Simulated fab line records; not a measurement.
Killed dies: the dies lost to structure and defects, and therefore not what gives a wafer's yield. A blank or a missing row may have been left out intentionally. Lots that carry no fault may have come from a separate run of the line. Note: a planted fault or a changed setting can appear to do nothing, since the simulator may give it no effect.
Problem report, 8D (eight disciplines) form, completed by code + flow gf180mcu + the parts of the form that need people (team, actions taken, sign-off) are left out

## 1. WHAT WENT WRONG
beam-energy-keV at GF_PSD_IMPLANT_09 reads a mean of 40.590 on 6 wafers of 2 lots; wafers without a fault read 40.000 with a standard deviation of 0.013. Relative to the usual mean, that is a shift of +45 standard deviations.
First seen on wafer L578.1, day 18 04:05, on implanter-03. Wafers with a number at this step in the record: 42, from 14 lots. By rule, "out" or "out of limits" means more than 4 standard deviations away from the usual mean. Any other wafer with a number is counted as sound.

## 2. WHAT IT IS; WHAT IT IS NOT
| question                    | is                     | is not                                                                                             |
|-----------------------------|------------------------|----------------------------------------------------------------------------------------------------|
| which readings at this step | beam-energy-keV        | tilt-deg                                                                                           |
| which lots                  | L578, L579             | L568, L569, L572, L574, L575, L577, L585, L586, L587, L589, L590, L591                             |
| which wafers of those lots  | all that have a number | -                                                                                                  |
| read on which tools         | implanter-03           | implanter-01, implanter-02                                                                         |
| when                        | from day 18 04:05      | up to then (18 sound wafers); but 18 sound wafers of L585, L586, L587, L589, L590, L591 came after |

## 3. THE SUSPECTS, EACH WITH WHAT RULES IT OUT
Counting: a tool stays on the suspect list if, at a process step up to the reading, it processed all lots that are out and no sound lot following the first of them.
- implanter-03 at GF_PSD_IMPLANT_09: ruled out as a lasting fault. Following L578 (day 18 04:05), the first lot on it that is out, the sound lots L590 were run on it.
Left after counting: nothing in the record.

## 4. THE CAUSE (what the simulator had put in)
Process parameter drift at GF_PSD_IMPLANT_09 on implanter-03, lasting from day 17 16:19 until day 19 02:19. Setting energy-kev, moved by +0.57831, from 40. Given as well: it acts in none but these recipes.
Counting ruled it out, wrongly.

## 5. SEQUENCE OF EFFECTS, ordered by route
Rows list readings where the struck wafers' mean (over those with a number) sits beyond 3 standard deviations from the usual. Scope: only readings with a usual standard deviation given in the record; hours: median across lots of the time from each lot's start at the first step in this table that gives one to its start at this step; sigmas: change in usual standard deviations.
| hours | step              | reading         | usual  | on struck wafers | change | sigmas |
|-------|-------------------|-----------------|--------|------------------|--------|--------|
| 0     | GF_PSD_IMPLANT_09 | beam-energy-keV | 40.000 | 40.590           | +0.590 | +45    |
Its process steps:
- GF_PSD_IMPLANT_09
At these later measuring or inspecting steps, every struck wafer for which the step has a row has a number for every such reading, and none has moved that far: GF_V2_BOW_MEAS_05, GF_V2_OVL_MEAS_15.

## 6. WHAT WOULD HAVE CAUGHT IT SOONER
The fault began at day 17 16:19; the first out-of-limits reading in this record came at day 18 04:05, 12 hours later.
